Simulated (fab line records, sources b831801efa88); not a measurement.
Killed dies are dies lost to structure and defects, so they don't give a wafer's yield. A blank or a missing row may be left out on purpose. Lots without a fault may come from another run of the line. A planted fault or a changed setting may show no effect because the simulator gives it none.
A struck lot beside a sound one | flow sky130 | 14 steps out of a route of 708
Sound: wafers L680.3, L680.4, L680.5. Struck: wafers L677.1, L677.2, L677.6. The cause comes at the end.
At each step with rows: each side's tool, then ch and its chambers, then its first start. Under that, the readings that differ: sound wafers | struck wafers | difference of the means | sigmas: that difference in standard deviations of wafers without a fault.
alike: readings whose means differ by less than 2 such deviations, and words and numbers that are the same on both sides. not compared: withheld readings, readings that some wafer has no value for, bounds like >300 that may hide the same value, and numbers for which the record gives no deviation and whose values overlap.
The two part at a step that has a row with sigmas, a row that says differs or no value, or rows on one side only. Numbers that don't overlap but have no deviation are shown without sigmas and don't part them. A reading that every wafer of one side lacks parts them only if that side has two wafers or more.

SKY_SD_N_RS_MEAS_17: measures by four-point-probe.
  sound on film_metro-01, day 32 23:31; struck on film_metro-03, day 32 06:59
  alike: SD_P_RS
SKY_SD_N_RS_MEAS_18: measures by four-point-probe.
  sound on film_metro-01, day 32 23:38; struck on film_metro-03, day 32 07:06
  alike: RES_XHIGH_RS
then, 2 steps without rows for these wafers: SKY_SALICIDE_CLEAN_00 (cleans in HF-last, time 30 s); SKY_LI_CONTACT_HDPCVD_00 (deposits PSG, target thk 930 nm, time 161.4 s).
SKY_LI_CONTACT_THK_MEAS_01:
  sound on film_metro-04, day 32 23:52; struck on film_metro-04, day 32 07:20
  alike: LI_CONTACT_HDPCVD_THK
SKY_LI_CONTACT_CMP_02: polishes PSG.
  sound on cmp-01 ch 1,2, day 32 23:54; struck on cmp-01 ch 0,1, day 32 07:27
  alike: head_pressure_psi, motor_current_A, platen_rpm, time_to_endpoint_s
SKY_LI_CONTACT_BOW_MEAS_03:
  sound on film_metro-01, day 33 00:14; struck on film_metro-04, day 32 07:42
  alike: LI_CONTACT_BOW
then, 5 steps without rows for these wafers: SKY_LI_CONTACT_DEHYDRATE_04 (time 60 s); SKY_LI_CONTACT_HMDS_05 (prime time 60 s); SKY_LI_CONTACT_COAT_06 (resist thk 60 nm); SKY_LI_CONTACT_COAT_07 (resist thk 450 nm); SKY_LI_CONTACT_SOFTBAKE_08 (time 90 s).
SKY_LI_CONTACT_EXPOSE_09: exposes mask LICM1, target cd 170 nm.
  sound on krf_scanner-02 ch 0, day 33 13:37; struck on krf_scanner-02, day 32 20:57
  no value came back on the struck wafers for exposure_dose_mJ_cm2, focus_offset_nm (nm), sigma_inner; on the sound wafers exposure_dose_mJ_cm2 reads 37.99 37.98 37.97
  alike: mask
then, 1 step without rows for these wafers: SKY_LI_CONTACT_PEB_10.

WHERE THEY PART
Only at SKY_LI_CONTACT_EXPOSE_09, within this record.

WHY: what the simulator had put in
Skipped step whole: krf_scanner-02, from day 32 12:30 on, at SKY_LI_CONTACT_EXPOSE_09. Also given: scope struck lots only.
